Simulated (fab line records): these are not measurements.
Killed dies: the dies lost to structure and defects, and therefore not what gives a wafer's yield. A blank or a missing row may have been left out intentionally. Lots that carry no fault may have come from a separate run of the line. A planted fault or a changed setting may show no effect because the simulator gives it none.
Matching of chambers    flow sky130    SKY_VIA3_CMP_02 on cmp-01: 4 sister chambers
The step polishes SiO2. 4 wafers are shown with their chamber, then 11 later ones without.

WAFERS, EACH WITH ITS CHAMBER
wafer   chamber  motor-current-A (A)
L089.2  3        12.7
L089.4  2        8.5
L091.5  0        12.7
L093.3  1        10.9

WAFERS WITH NO CHAMBER GIVEN
wafer   motor-current-A (A)
L093.4  8.9
L093.5  9.3
L095.2  8.9
L095.3  11.6
L095.6  12.1
L096.2  9.1
L096.4  11.2
L096.6  12.5
L097.4  11.7
L097.5  11.8
L097.6  9.1

THE CHAMBER EACH PASSED THROUGH
wafer   from the rows above           in truth
L093.4  2                             2
L093.5  can't be placed: 2 or 1       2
L095.2  2                             2
L095.3  can't be placed: 1 or 0 or 3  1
L095.6  can't be placed: 0 or 3 or 1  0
L096.2  can't be placed: 2 or 1       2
L096.4  can't be placed: 1 or 0 or 3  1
L096.6  can't be placed: 0 or 3       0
L097.4  can't be placed: 1 or 0 or 3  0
L097.5  can't be placed: 0 or 3 or 1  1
L097.6  can't be placed: 2 or 1       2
Correct placement for 2 of the 11. These rows do not allow placing 9 (true chamber among the candidates in 9). Number placed wrongly: 0.
How it was worked out, from the rows above alone: a wafer's distance from a chamber is the root of the sum, over the readings, of the square of ((its reading less the chamber's mean) divided by the reading's scatter). If the next closest chamber is less than 2 further off than the closest, the wafer can't be placed; otherwise it belongs to the closest. The mean given for a chamber averages the wafers shown for that chamber. The scatter (one wafer shown for each chamber): square how far every hidden wafer sits from the nearest shown wafer, average those squares and take the square root.
